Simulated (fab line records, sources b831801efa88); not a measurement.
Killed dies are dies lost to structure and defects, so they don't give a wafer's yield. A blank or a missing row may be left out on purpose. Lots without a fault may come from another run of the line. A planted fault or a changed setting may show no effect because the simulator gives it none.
fab line records | flow gf180mcu
record lots=5 wafers=15 last_day=34
route steps=602 shown M2@373 V2@382
lots that met no fault: from a run of the same line without faults
start_h: hours from the record's first day to the start of the lot's first wafer shown | wait_h: hours since the lot's step before | " the same as in the row above | L1.1+2: a row that stands for several wafers | - no value, or no start given | * or withheld: withheld | < > ~ a bound
route shown NAME@n: a module of which the file shows steps, and the number in the route of the first | usual: mean/standard deviation of fault-free wafers | same: alike in all rows | chamber/n: place in a boat | sites: the reading at each site | _std_site: their standard deviation | _edge_site: outer sites' mean less inner sites' | radius_mm: how far each site lies from the wafer's centre | mask NAME#n: copy n | behind: the tool/chamber that last shaped the wafer | hold: why the lot was held/for how many hours/how that ended | device: the transistor (n, p or np) that didn't switch | end of line: the same wafers' tests at the end of the route | a step without rows: its recipe alone | killed: dies lost to structure and defects at the first sort, not the wafer's yield | map: a wafer's dies, x killed, . not, _ none there
set.NAME: the setting as run; set.NAME@STEP: as run at that earlier step | model.NAME: the simulator's own value behind a step, which no gauge read
lots at some steps of the route; a table a step, a row a wafer
services: from which hour (start_h, from the record's first day; less than 0 if before it) a tool's chamber was out of use, for how many hours, and why
## steps
# step GF_M2_EXPOSE_11
# recipe mask_id=Metal2 target_cd_nm=280 na=0.68 source_shape=conventional sigma_outer=0.6 dose_mj=28
# columns lot.wafer tool chamber start_h wait_h mask
L077.3+5+6 krf_scanner-02 0 - - Metal2#0
L086.3+4+5 krf_scanner-02 0 - - Metal2#0
L088.2+3+6 krf_scanner-02 0 - - Metal2#0
L089.1+4+6 krf_scanner-01 0 - - Metal2#0
L097.1+4+5 krf_scanner-01 0 - - Metal2#0
# step GF_M2_PEB_12
# recipe peb_temp_c=135 peb_time_s=90 resist=KrF
# usual heater_power_total_W=85.69/0.079
# columns lot.wafer tool chamber start_h wait_h heater_power_total_W
L077.3 litho_track-03 0 - - 85.76
L077.5 " 0 " " 85.69
L077.6 " 0 " " 85.58
L086.3 litho_track-04 0 - - 85.73
L086.4 " 0 " " 85.84
L086.5 " 0 " " 85.76
L088.2 litho_track-03 0 - - 85.70
L088.3 " 0 " " 85.65
L088.6 " 0 " " 85.75
L089.1 litho_track-04 0 - - 85.69
L089.4 " 0 " " 85.70
L089.6 " 0 " " 85.81
L097.1 litho_track-04 0 - - 85.71
L097.4 " 0 " " 85.61
L097.5 " 0 " " 85.66
# step GF_M2_DEVELOP_13
# recipe develop_time_s=60 dev_temp_c=21
# columns lot.wafer tool chamber start_h wait_h
L077.3+5+6 litho_track-03 0 471.96 0.1
L086.3+4+5 litho_track-04 0 552.92 0.1
L088.2+3+6 litho_track-03 0 560.48 0.2
L089.1+4+6 litho_track-04 0 569.32 0.2
L097.1+4+5 litho_track-04 0 624.42 0.2
# step GF_M2_CD_MEAS_14
# recipe target_cd_nm=280
# usual cd_nm=279.8/1.1
# columns lot.wafer tool chamber start_h wait_h cd_nm
L077.3 cd_sem-01 - 472.10 0.1 278.6
L077.5 " - " " 278.5
L077.6 " - " " 278.1
L086.3 cd_sem-02 - 553.06 0.1 281.9
L086.4 " - " " 282.6
L086.5 " - " " 282.2
L088.2 cd_sem-01 - 560.63 0.1 277.2
L088.3 " - " " 278.3
L088.6 " - " " 278.5
L089.1 cd_sem-02 - 569.47 0.1 279.7
L089.4 " - " " 279.5
L089.6 " - " " 279.7
L097.1 cd_sem-01 - 624.57 0.1 279.5
L097.4 " - " " 279.2
L097.5 " - " " 278.4
# step GF_M2_OVL_MEAS_15
# usual M2_OVL=-3/5.3
# columns lot.wafer tool chamber start_h wait_h M2_OVL[nm]
L077.3 overlay-01 - 472.19 0.1 -9
L077.5 " - " " -1
L077.6 " - " " -4
L086.3 overlay-02 - 553.16 0.1 -4
L086.4 " - " " -7
L086.5 " - " " -8
L088.2 overlay-01 - 560.73 0.1 4
L088.3 " - " " -2
L088.6 " - " " -2
L089.1 overlay-02 - 569.59 0.1 2
L089.4 " - " " 0
L089.6 " - " " 3
L097.1 overlay-01 - 624.69 0.1 -12
L097.4 " - " " -19
L097.5 " - " " -8
# step GF_M2_METAL_ETCH_16
# recipe chemistry=Cl2/BCl3 mask_material=KrF target_depth_nm=750.8 stop_on=SiO2 pressure_mtorr=8 icp_w=800 bias_w=140 Cl2_flow_sccm=80 bcl3_flow_sccm=40 time_s=125.1
# usual drypump_motor_current_A=6.14/0.27 oes_product_au=0.990/0.0084 rf_fwd_power_W=796.9/2.5 throttle_valve_pct=28.230/0.011
# columns lot.wafer tool chamber start_h wait_h drypump_motor_current_A oes_product_au rf_fwd_power_W rf_hours_counter_h throttle_valve_pct
L077.3 rie_metal-02 1 472.26 0.1 6.38 0.994 799.0 - 28.215
L077.5 " 1 " " 6.42 0.998 801.1 - 28.217
L077.6 " 0 " " 6.16 0.970 801.7 - 28.256
L086.3 rie_metal-02 1 553.27 0.1 6.42 0.991 794.9 - 28.229
L086.4 " 1 " " 6.43 0.996 798.1 - 28.221
L086.5 " 1 " " 6.43 1.002 799.7 - 28.230
L088.2 rie_metal-02 1 560.81 0.1 6.45 0.998 798.2 - 28.223
L088.3 " 1 " " 6.45 0.991 803.8 - 28.229
L088.6 " 1 " " 6.44 0.986 801.8 - 28.224
L089.1 rie_metal-01 1 569.63 0.0 6.22 0.990 798.4 6 28.222
L089.4 " 1 " " 6.24 1.000 795.5 - 28.218
L089.6 " 0 " " 5.70 0.999 792.6 - 28.230
L097.1 rie_metal-02 0 624.73 0.0 6.15 0.979 793.1 2 28.240
L097.4 " 0 " " 6.19 0.991 796.9 - 28.239
L097.5 " 1 " " 6.42 0.992 796.5 - 28.221
# step GF_M2_STRIP_17
# recipe chemistry=O2/N2 power_w=1400 pressure_mtorr=1500 platen_temp_c=250 o2_flow_sccm=3000 n2_flow_sccm=300 overash_fraction=0.5
# usual drypump_motor_current_A=5.8/0.55 heater_power_w=346/31 oes_product_au=0.537/0.0048 strip_time_to_endpoint_s=7.38/0.063
# columns lot.wafer tool chamber start_h wait_h drypump_motor_current_A heater_power_w oes_product_au rf_hours_counter_h strip_time_to_endpoint_s
L077.3 plasma_asher-01 1 472.38 0.1 5.4 300 0.542 - 7.33
L077.5 " 1 " " 5.4 295 0.534 - 7.36
L077.6 " 0 " " 5.7 390 0.547 - 7.56
L086.3 plasma_asher-03 0 553.47 0.2 5.7 342 0.534 - 7.34
L086.4 " 1 " " 6.4 360 0.532 - 7.34
L086.5 " 1 " " 6.4 359 0.538 - 7.34
L088.2 plasma_asher-03 0 561.02 0.2 5.7 335 0.530 77 7.38
L088.3 " 1 " " 6.4 363 0.540 - 7.37
L088.6 " 1 " " 6.4 359 0.536 - 7.33
L089.1 plasma_asher-03 1 569.76 0.1 6.4 362 0.532 78 7.36
L089.4 " 1 " " 6.4 360 0.533 - 7.35
L089.6 " 0 " " 5.7 338 0.534 - 7.29
L097.1 plasma_asher-02 0 624.86 0.1 5.2 353 0.542 102 7.46
L097.4 " 1 " " 6.7 328 0.540 - 7.46
L097.5 " 0 " " 5.2 352 0.533 - 7.32
# step GF_M2_STRIP_18
# recipe chemistry=post_etch_residue_remover time_s=1200 temp_c=72.5
# usual bath_heat_duty_pct=14.4/1.3
# columns lot.wafer tool chamber start_h wait_h bath_heat_duty_pct
L077.3 wet_bench-01 1 472.44 0.0 14.0
L077.5 " 1 " " 15.2
L077.6 " 1 " " 13.9
L086.3 wet_bench-01 0 553.54 0.0 14.3
L086.4 " 0 " " 13.1
L086.5 " 0 " " 12.6
L088.2 wet_bench-02 3 561.12 0.1 14.7
L088.3 " 3 " " 14.9
L088.6 " 3 " " 14.8
L089.1 wet_bench-01 1 569.86 0.1 15.4
L089.4 " 1 " " 14.4
L089.6 " 1 " " 14.3
L097.1 wet_bench-02 2 624.96 0.1 11.6
L097.4 " 2 " " 12.9
L097.5 " 2 " " 12.3
# step GF_M2_CLEAN_19
# recipe chemistry=DIW dry=n2_spin
# columns lot.wafer tool chamber start_h wait_h
L077.3+5+6 wet_bench-02 2 472.79 0.0
L086.3+4+5 wet_bench-04 0 553.88 0.0
L088.2+3+6 wet_bench-01 0 561.46 0.0
L089.1+4+6 wet_bench-04 1 570.23 0.0
L097.1+4+5 wet_bench-04 3 625.30 0.0
# step GF_V2_CVD_00
# recipe material=SiO2 target_thk_nm=600 sigma_open_frac=0.3 temp_c=400 time_s=100 sih4_flow_sccm=60 pressure_mtorr=6
# usual pressure_mtorr=6.001/0.014
# columns lot.wafer tool chamber start_h wait_h pressure_mtorr
L077.3 hdpcvd-01 0 472.88 0.0 5.991
L077.5 " 2 " " 6.008
L077.6 " 1 " " 6.010
L086.3 hdpcvd-02 0 553.97 0.0 6.009
L086.4 " 0 " " 5.987
L086.5 " 1 " " 6.015
L088.2 hdpcvd-02 2 561.56 0.0 5.998
L088.3 " 1 " " 5.963
L088.6 " 1 " " 6.008
L089.1 hdpcvd-01 2 570.32 0.0 6.022
L089.4 " 2 " " 6.021
L089.6 " 1 " " 5.990
L097.1 hdpcvd-01 1 625.39 0.0 5.995
L097.4 " 0 " " 5.974
L097.5 " 1 " " 5.993
# step GF_V2_THK_MEAS_01
# recipe reads=SiO2_of_V2_CVD_00
# usual V2_CVD_00_THK=604/7.1
# columns lot.wafer tool chamber start_h wait_h V2_CVD_00_THK[nm]
L077.3 film_metro-03 - 472.97 0.1 608
L077.5 " - " " 598
L077.6 " - " " 596
L086.3 film_metro-04 - 554.06 0.1 601
L086.4 " - " " 600
L086.5 " - " " 605
L088.2 film_metro-01 - 561.64 0.0 598
L088.3 " - " " 599
L088.6 " - " " 604
L089.1 film_metro-04 - 570.40 0.0 608
L089.4 " - " " 609
L089.6 " - " " 605
L097.1 film_metro-04 - 625.46 0.0 612
L097.4 " - " " 614
L097.5 " - " " 607
# step GF_V2_CVD_02
# recipe material=SiO2 target_thk_nm=850 precursor=TEOS temp_c=400 time_s=94.851 rf_w=600
# usual heater_power_outer_w=356/55 heater_power_w=601/71 rf_fwd_power_W=596.0/2
# columns lot.wafer tool chamber start_h wait_h heater_power_outer_w heater_power_w rf_fwd_power_W
L077.3 pecvd-03 2 473.01 0.0 356 612 595.9
L077.5 " 0 " " 357 608 592.2
L077.6 " 2 " " 267 486 596.2
L086.3 pecvd-03 2 554.10 0.0 357 603 594.1
L086.4 " 2 " " 262 481 594.6
L086.5 " 0 " " 340 563 595.0
L088.2 pecvd-04 0 561.69 0.0 372 629 596.3
L088.3 " 2 " " 373 609 596.9
L088.6 " 1 " " 334 569 594.9
L089.1 pecvd-03 1 570.46 0.1 370 616 595.7
L089.4 " 0 " " 339 581 593.1
L089.6 " 1 " " 273 481 596.6
L097.1 pecvd-01 2 625.52 0.1 318 553 597.1
L097.4 " 0 " " 461 715 594.5
L097.5 " 2 " " 363 607 594.2
# step GF_V2_THK_MEAS_03
# recipe reads=SiO2_of_V2_CVD_02
# usual V2_CVD_02_THK=855/11
# columns lot.wafer tool chamber start_h wait_h V2_CVD_02_THK[nm]
L077.3 film_metro-04 - 473.10 0.1 856
L077.5 " - " " 847
L077.6 " - " " 865
L086.3 film_metro-03 - 554.19 0.1 866
L086.4 " - " " 869
L086.5 " - " " 874
L088.2 film_metro-04 - 561.77 0.0 852
L088.3 " - " " 851
L088.6 " - " " 858
L089.1 film_metro-01 - 570.52 0.0 844
L089.4 " - " " 870
L089.6 " - " " 864
L097.1 film_metro-01 - 625.59 0.0 833
L097.4 " - " " 874
L097.5 " - " " 847
# step GF_V2_CMP_04
# recipe material=SiO2 down_force_psi=4 platen_rpm=60 pad_velocity_m_s=0.94248
# usual motor_current_A=11.6/0.95 time_to_endpoint_s=80/5.8
# columns lot.wafer tool chamber start_h wait_h motor_current_A time_to_endpoint_s
L077.3 cmp-01 3 473.29 0.2 9.5 72
L077.5 " 0 " " 11.1 76
L077.6 " 1 " " 12.5 84
L086.4 cmp-02 3 554.28 0.1 12.4 80
L086.3 " 0 " " 11.4 86
L086.5 " 2 " " 11.7 87
L088.2 cmp-02 2 561.82 0.0 12.1 85
L088.3 " 3 " " 12.6 76
L088.6 " 2 " " 11.8 89
L089.1 cmp-01 2 570.63 0.1 12.3 78
L089.4 " 0 " " 11.5 88
L089.6 " 2 " " 12.9 84
L097.4 cmp-01 2 625.65 0.0 12.1 84
L097.1 " 3 " " 9.3 70
L097.5 " 3 " " 9.6 73
# step GF_V2_BOW_MEAS_05
# recipe mode=bow
# usual V2_BOW=97/8
# columns lot.wafer tool chamber start_h wait_h V2_BOW[um]
L077.3 film_metro-01 - 473.48 0.1 99
L077.5 " - " " 102
L077.6 " - " " 114
L086.3 film_metro-04 - 554.57 0.2 95
L086.4 " - " " 104
L086.5 " - " " 108
L088.2 film_metro-01 - 562.14 0.3 95
L088.3 " - " " 92
L088.6 " - " " 96
L089.1 film_metro-04 - 570.88 0.2 85
L089.4 " - " " 87
L089.6 " - " " 95
L097.1 film_metro-04 - 625.95 0.2 80
L097.4 " - " " 100
L097.5 " - " " 90
# step GF_V2_DEHYDRATE_06
# recipe temp_c=200 time_s=60
# usual heater_power_total_W=160.36/0.14
# columns lot.wafer tool chamber start_h wait_h heater_power_total_W
L077.3 litho_track-02 0 484.65 11.2 160.23
L077.5 " 0 " " 160.19
L077.6 " 0 " " 160.60
L086.3 litho_track-04 0 564.62 10.0 160.40
L086.4 " 0 " " 160.18
L086.5 " 0 " " 160.43
L088.2 litho_track-04 0 571.80 9.6 160.62
L088.3 " 0 " " 160.19
L088.6 " 0 " " 160.31
L089.1 litho_track-04 0 580.82 9.9 160.22
L089.4 " 0 " " 160.37
L089.6 " 0 " " 160.44
L097.1 litho_track-04 0 634.82 8.8 160.33
L097.4 " 0 " " 160.18
L097.5 " 0 " " 160.40
# step GF_V2_HMDS_07
# recipe prime_time_s=60 prime_temp_c=120
# columns lot.wafer tool chamber start_h wait_h
L077.3+5+6 litho_track-02 0 484.80 0.1
L086.3+4+5 litho_track-04 0 564.77 0.1
L088.2+3+6 litho_track-04 0 571.95 0.1
L089.1+4+6 litho_track-04 0 580.97 0.1
L097.1+4+5 litho_track-04 0 634.97 0.1
# step GF_V2_COAT_08
# recipe resist=BARC temp_c=withheld time_s=withheld spin_rpm=withheld resist_thk_nm=withheld
# usual dispense_pressure_kPa=53/3
# columns lot.wafer tool chamber start_h wait_h dispense_pressure_kPa
L077.3 litho_track-02 0 484.95 0.1 50
L077.5 " 0 " " 50
L077.6 " 0 " " 49
L086.3 litho_track-04 0 564.92 0.1 56
L086.4 " 0 " " 56
L086.5 " 0 " " 56
L088.2 litho_track-04 0 572.10 0.1 56
L088.3 " 0 " " 56
L088.6 " 0 " " 56
L089.1 litho_track-04 0 581.12 0.1 56
L089.4 " 0 " " 56
L089.6 " 0 " " 56
L097.1 litho_track-04 0 635.12 0.1 56
L097.4 " 0 " " 56
L097.5 " 0 " " 56
# step GF_V2_COAT_09
# recipe resist=KrF spin_rpm=withheld resist_thk_nm=1000
# usual dispense_pressure_kPa=53/3
# columns lot.wafer tool chamber start_h wait_h dispense_pressure_kPa
L077.3 litho_track-02 0 - - 50
L077.5 " 0 " " 50
L077.6 " 0 " " 50
L086.3 litho_track-04 0 - - 56
L086.4 " 0 " " 56
L086.5 " 0 " " 56
L088.2 litho_track-04 0 - - 56
L088.3 " 0 " " 56
L088.6 " 0 " " 56
L089.1 litho_track-04 0 - - 56
L089.4 " 0 " " 56
L089.6 " 0 " " 56
L097.1 litho_track-04 0 - - 56
L097.4 " 0 " " 56
L097.5 " 0 " " 56
# step GF_V2_SOFTBAKE_10
# recipe temp_c=130 time_s=60 resist=KrF
# usual heater_power_total_W=93.06/0.062
# columns lot.wafer tool chamber start_h wait_h heater_power_total_W
L077.3 litho_track-02 0 - - 92.98
L077.5 " 0 " " 93.09
L077.6 " 0 " " 93.10
L086.3 litho_track-04 0 - - 92.97
L086.4 " 0 " " 93.00
L086.5 " 0 " " 93.04
L088.2 litho_track-04 0 - - 93.11
L088.3 " 0 " " 93.10
L088.6 " 0 " " 93.12
L089.1 litho_track-04 0 - - 93.00
L089.4 " 0 " " 93.09
L089.6 " 0 " " 93.05
L097.1 litho_track-04 0 - - 92.97
L097.4 " 0 " " 93.02
L097.5 " 0 " " 93.08
# step GF_V2_EXPOSE_11
# recipe mask_id=Via2 target_cd_nm=260 na=0.68 source_shape=conventional sigma_outer=0.6 dose_mj=38
# columns lot.wafer tool chamber start_h wait_h mask
L077.3+5+6 krf_scanner-02 0 - - Via2#0
L086.3+4+5 krf_scanner-02 0 - - Via2#0
L088.2+3+6 krf_scanner-01 0 - - Via2#0
L089.1+4+6 krf_scanner-01 0 - - Via2#0
L097.1+4+5 krf_scanner-02 0 - - Via2#0
# step GF_V2_PEB_12
# recipe peb_temp_c=135 peb_time_s=90 resist=KrF
# usual heater_power_total_W=85.70/0.086
# columns lot.wafer tool chamber start_h wait_h heater_power_total_W
L077.3 litho_track-04 0 - - 85.58
L077.5 " 0 " " 85.65
L077.6 " 0 " " 85.78
L086.3 litho_track-02 0 - - 85.65
L086.4 " 0 " " 85.75
L086.5 " 0 " " 85.59
L088.2 litho_track-04 0 - - 85.74
L088.3 " 0 " " 85.58
L088.6 " 0 " " 85.57
L089.1 litho_track-04 0 - - 85.75
L089.4 " 0 " " 85.85
L089.6 " 0 " " 85.78
L097.1 litho_track-01 0 - - 85.61
L097.4 " 0 " " 85.62
L097.5 " 0 " " 85.56
# step GF_V2_DEVELOP_13
# recipe develop_time_s=60 resist=KrF dev_temp_c=21
# columns lot.wafer tool chamber start_h wait_h
L077.3+5+6 litho_track-04 0 496.67 0.1
L086.3+4+5 litho_track-02 0 576.30 0.1
L088.2+3+6 litho_track-04 0 583.30 0.2
L089.1+4+6 litho_track-04 0 592.42 0.2
L097.1+4+5 litho_track-01 0 645.20 0.2
# step GF_V2_CD_MEAS_14
# recipe target_cd_nm=260
# usual cd_nm=260.2/1.3
# columns lot.wafer tool chamber start_h wait_h cd_nm
L077.3 cd_sem-02 - 496.81 0.1 262.4
L077.5 " - " " 262.9
L077.6 " - " " 260.8
L086.3 cd_sem-02 - 576.44 0.1 260.8
L086.4 " - " " 261.2
L086.5 " - " " 261.3
L088.2 cd_sem-02 - 583.44 0.1 260.8
L088.3 " - " " 261.2
L088.6 " - " " 260.5
L089.1 cd_sem-01 - 592.57 0.1 261.5
L089.4 " - " " 262.3
L089.6 " - " " 262.6
L097.1 cd_sem-01 - 645.35 0.1 258.8
L097.4 " - " " 259.4
L097.5 " - " " 259.8
# step GF_V2_OVL_MEAS_15
# usual V2_OVL=-5/5
# columns lot.wafer tool chamber start_h wait_h V2_OVL[nm]
L077.3 overlay-01 - 496.91 0.1 -9
L077.5 " - " " -14
L077.6 " - " " -11
L086.3 overlay-01 - 576.53 0.1 2
L086.4 " - " " -6
L086.5 " - " " 3
L088.2 overlay-01 - 583.55 0.1 -3
L088.3 " - " " -3
L088.6 " - " " -5
L089.1 overlay-01 - 592.69 0.1 -6
L089.4 " - " " -1
L089.6 " - " " -8
L097.1 overlay-02 - 645.47 0.1 -5
L097.4 " - " " -8
L097.5 " - " " -5
# step GF_V2_ETCH_16
# recipe chemistry=N2/H2 target_depth_a=withheld overetch_a=withheld time_s=withheld target=BARC ion_energy_ev=200 source_w=500 bias_w=100 pressure_mtorr=30 n2_flow_sccm=100 h2_flow_sccm=200
# usual drypump_motor_current_A=5.9/0.46 oes_product_au=0.855/0.0048 rf_fwd_power_W=494.6/1.8 throttle_valve_pct=13.223/0.0091
# columns lot.wafer tool chamber start_h wait_h drypump_motor_current_A oes_product_au rf_fwd_power_W throttle_valve_pct
L077.3 rie_diel-03 2 496.93 0.0 5.9 0.851 491.3 13.212
L077.5 " 2 " " 5.9 0.855 493.0 13.212
L077.6 " 1 " " 6.4 0.848 492.7 13.223
L086.3 rie_diel-03 1 576.56 0.0 6.4 0.860 493.4 13.218
L086.4 " 0 " " 5.3 0.851 495.8 13.217
L086.5 " 0 " " 5.3 0.857 495.1 13.220
L088.2 rie_diel-03 2 583.58 0.0 5.9 0.851 492.9 13.226
L088.3 " 0 " " 5.3 0.856 495.8 13.236
L088.6 " 0 " " 5.3 0.861 495.6 13.225
L089.1 rie_diel-01 1 592.73 0.0 6.4 0.854 493.0 13.231
L089.4 " 2 " " 6.6 0.855 494.6 13.234
L089.6 " 1 " " 6.3 0.852 494.9 13.226
L097.1 rie_diel-01 3 645.51 0.0 4.9 0.848 493.3 13.222
L097.4 " 2 " " 6.6 0.864 494.6 13.232
L097.5 " 1 " " 6.3 0.853 493.9 13.218
# step GF_V2_ETCH_17
# recipe chemistry=C4F8/O2/Ar mask_material=KrF target=SiO2 stop_on=TiN source_w=1500 bias_w=1200 pressure_mtorr=40 c4f8_flow_sccm=withheld O2_flow_sccm=6 Ar_flow_sccm=300 time_s=withheld target_depth_a=6300
# usual oes_product_au=0.856/0.0047 rf_fwd_power_W=1491/4.9
# columns lot.wafer tool chamber start_h wait_h oes_product_au rf_fwd_power_W
L077.3 rie_diel-03 2 - - 0.852 1497
L077.5 " 2 " " 0.852 1495
L077.6 " 1 " " 0.855 1482
L086.3 rie_diel-03 1 - - 0.854 1482
L086.4 " 0 " " 0.855 1489
L086.5 " 0 " " 0.855 1489
L088.2 rie_diel-03 2 - - 0.858 1491
L088.3 " 0 " " 0.854 1501
L088.6 " 0 " " 0.860 1499
L089.1 rie_diel-01 1 - - 0.855 1483
L089.4 " 2 " " 0.855 1497
L089.6 " 1 " " 0.863 1480
L097.1 rie_diel-01 3 - - 0.852 1490
L097.4 " 2 " " 0.849 1493
L097.5 " 1 " " 0.856 1493
# step GF_V2_STRIP_18
# recipe chemistry=O2/N2 power_w=1400 pressure_mtorr=1500 platen_temp_c=250 o2_flow_sccm=3000 n2_flow_sccm=300 overash_fraction=0.5
# usual drypump_motor_current_A=5.8/0.69 heater_power_w=336/20 oes_product_au=0.592/0.005
# columns lot.wafer tool chamber start_h wait_h drypump_motor_current_A heater_power_w oes_product_au rf_hours_counter_h
L077.3 plasma_asher-02 1 497.09 - 6.7 331 0.593 -
L077.5 " 1 " " 6.7 342 0.596 -
L077.6 " 0 " " 5.2 354 0.594 -
L086.3 plasma_asher-03 0 576.72 - 5.7 341 0.594 -
L086.4 " 1 " " 6.4 359 0.594 -
L086.5 " 1 " " 6.4 366 0.604 -
L088.2 plasma_asher-03 1 583.71 - 6.4 362 0.597 79
L088.3 " 0 " " 5.7 343 0.594 -
L088.6 " 0 " " 5.7 334 0.587 -
L089.1 plasma_asher-04 0 592.86 - 4.7 330 0.601 47
L089.4 " 0 " " 4.7 332 0.593 -
L089.6 " 1 " " 5.8 303 0.591 -
L097.1 plasma_asher-03 0 645.64 - 5.7 335 0.593 83
L097.4 " 1 " " 6.5 372 0.596 -
L097.5 " 0 " " 5.7 335 0.588 -
# step GF_V2_STRIP_19
# recipe chemistry=post_etch_residue_remover time_s=1200 temp_c=72.5
# usual bath_heat_duty_pct=14.7/1.6
# columns lot.wafer tool chamber start_h wait_h bath_heat_duty_pct
L077.3 wet_bench-02 0 497.16 0.0 13.4
L077.5 " 0 " " 13.5
L077.6 " 0 " " 13.8
L086.3 wet_bench-04 1 576.79 0.0 16.5
L086.4 " 1 " " 16.7
L086.5 " 1 " " 16.3
L088.2 wet_bench-03 3 583.81 0.1 14.2
L088.3 " 3 " " 16.4
L088.6 " 3 " " 14.4
L089.1 wet_bench-04 2 592.96 0.1 15.2
L089.4 " 2 " " 14.7
L089.6 " 2 " " 15.3
L097.1 wet_bench-04 3 645.74 0.1 17.9
L097.4 " 3 " " 15.8
L097.5 " 3 " " 17.0
# step GF_V2_CLEAN_20
# recipe chemistry=DIW dry=n2_spin
# columns lot.wafer tool chamber start_h wait_h
L077.3+5+6 wet_bench-03 0 497.84 0.0
L086.3+4+5 wet_bench-02 1 577.13 0.0
L088.2+3+6 wet_bench-04 3 584.15 0.0
L089.1+4+6 wet_bench-02 1 593.30 0.0
L097.1+4+5 wet_bench-03 1 646.11 0.0
# step GF_V2_SPUTTER_21
# recipe material=Ti target_thk_nm=15 chamber_pressure_pa=5 power_w=2500 substrate_temp_c=200 time_s=80.02
# usual throttle_valve_pct=30.3/1.1
# columns lot.wafer tool chamber start_h wait_h throttle_valve_pct
L077.3 pvd_sputter-03 - 497.93 0.0 31.1
L077.5 " - " " 30.3
L077.6 " - " " 31.0
L086.3 pvd_sputter-04 - 577.22 0.0 30.4
L086.4 " - " " 30.5
L086.5 " - " " 30.7
L088.2 pvd_sputter-02 - 584.24 0.0 27.9
L088.3 " - " " 30.3
L088.6 " - " " 28.1
L089.1 pvd_sputter-04 - 593.39 0.0 31.3
L089.4 " - " " 30.5
L089.6 " - " " 31.2
L097.1 pvd_sputter-03 - 646.21 0.0 31.4
L097.4 " - " " 30.9
L097.5 " - " " 30.6
# step GF_V2_SPUTTER_22
# recipe material=TiN target_thk_nm=10 chamber_pressure_pa=5 power_w=4000 time_s=40
# usual throttle_valve_pct=30.3/1.1
# columns lot.wafer tool chamber start_h wait_h throttle_valve_pct
L077.3 pvd_sputter-03 - 498.00 0.0 31.0
L077.5 " - " " 30.5
L077.6 " - " " 30.8
L086.3 pvd_sputter-04 - 577.28 0.0 30.4
L086.4 " - " " 30.7
L086.5 " - " " 30.5
L088.2 pvd_sputter-02 - 584.30 0.0 28.1
L088.3 " - " " 30.2
L088.6 " - " " 27.8
L089.1 pvd_sputter-04 - 593.45 0.0 31.4
L089.4 " - " " 30.3
L089.6 " - " " 31.2
L097.1 pvd_sputter-03 - 646.27 0.0 31.3
L097.4 " - " " 31.4
L097.5 " - " " 30.5
# step GF_V2_CVD_23
# recipe material=W target_thk_nm=350 time_s=104.94 temp_c=400 pressure_torr=40
# usual heater_power_outer_w=568/50 heater_power_w=923/64
# columns lot.wafer tool chamber start_h wait_h heater_power_outer_w heater_power_w
L077.3 cvd_w-01 0 498.07 0.1 616 1002
L077.5 " 0 " " 623 1008
L077.6 " 1 " " 499 857
L086.3 cvd_w-01 0 577.36 0.1 644 1035
L086.4 " 1 " " 504 853
L086.5 " 0 " " 637 1030
L088.2 cvd_w-01 1 584.34 0.0 513 852
L088.3 " 1 " " 498 862
L088.6 " 0 " " 643 1009
L089.1 cvd_w-02 0 593.49 0.0 542 897
L089.4 " 0 " " 531 898
L089.6 " 0 " " 534 892
L097.1 cvd_w-01 1 646.31 0.0 512 862
L097.4 " 1 " " 515 836
L097.5 " 1 " " 511 836
# step GF_V2_RS_MEAS_24
# recipe thk_meas_gauge=four-point-probe reads=W_of_V2_CVD_23+TiN_of_V2_SPUTTER_22+Ti_of_V2_SPUTTER_21
# usual V2_W_RS=0.327/0.007
# columns lot.wafer tool chamber start_h wait_h V2_W_RS[ohm/sq]
L077.3 film_metro-04 - 498.19 0.1 0.333
L077.5 " - " " 0.332
L077.6 " - " " 0.333
L086.3 film_metro-04 - 577.47 0.1 0.319
L086.4 " - " " 0.331
L086.5 " - " " 0.318
L088.2 film_metro-01 - 584.47 0.1 0.327
L088.3 " - " " 0.332
L088.6 " - " " 0.317
L089.1 film_metro-04 - 593.60 0.1 0.323
L089.4 " - " " 0.321
L089.6 " - " " 0.323
L097.1 film_metro-04 - 646.42 0.1 0.333
L097.4 " - " " 0.332
L097.5 " - " " 0.338
# step GF_V2_THK_MEAS_25
# recipe thk_meas_gauge=xrf reads=W_of_V2_CVD_23
# usual V2_W_THK=361/9.1
# columns lot.wafer tool chamber start_h wait_h V2_W_THK[nm]
L077.3 film_metro-04 - 498.29 0.1 353
L077.5 " - " " 351
L077.6 " - " " 353
L086.3 film_metro-04 - 577.57 0.1 366
L086.4 " - " " 355
L086.5 " - " " 369
L088.2 film_metro-01 - 584.58 0.1 366
L088.3 " - " " 362
L088.6 " - " " 379
L089.1 film_metro-04 - 593.72 0.1 363
L089.4 " - " " 365
L089.6 " - " " 365
L097.1 film_metro-04 - 646.54 0.1 353
L097.4 " - " " 355
L097.5 " - " " 346
## services
# columns tool chamber start_h hours kind
rie_diel-03 - 443.33 0.9 repair
krf_scanner-01 - 450.26 1.3 pm
plasma_asher-03 - 454.76 2.3 repair
krf_scanner-02 - 462.34 4.4 pm
rie_diel-03 1 463.27 8.2 repair
pvd_sputter-03 - 465.34 0.6 repair
krf_scanner-01 - 472.78 8.7 repair
krf_scanner-01 - 500.79 1.0 pm
krf_scanner-01 - 509.95 3.5 repair
krf_scanner-01 - 518.20 0.8 pm
cvd_w-01 - 522.25 2.8 pm
krf_scanner-02 - 524.25 0.8 pm
pvd_sputter-03 - 552.57 2.4 repair
krf_scanner-01 - 563.53 4.0 pm
krf_scanner-02 - 567.55 1.0 pm
pvd_sputter-03 - 570.30 2.0 repair
krf_scanner-02 - 574.66 0.8 pm
krf_scanner-02 - 577.76 1.8 repair
rie_diel-01 0 582.66 35.5 repair
krf_scanner-02 - 584.52 1.3 pm
rie_diel-03 - 588.79 14.6 pm
krf_scanner-02 - 605.24 4.1 repair
plasma_asher-03 - 617.53 28.1 pm
krf_scanner-01 - 626.16 1.3 pm
## key
fault none
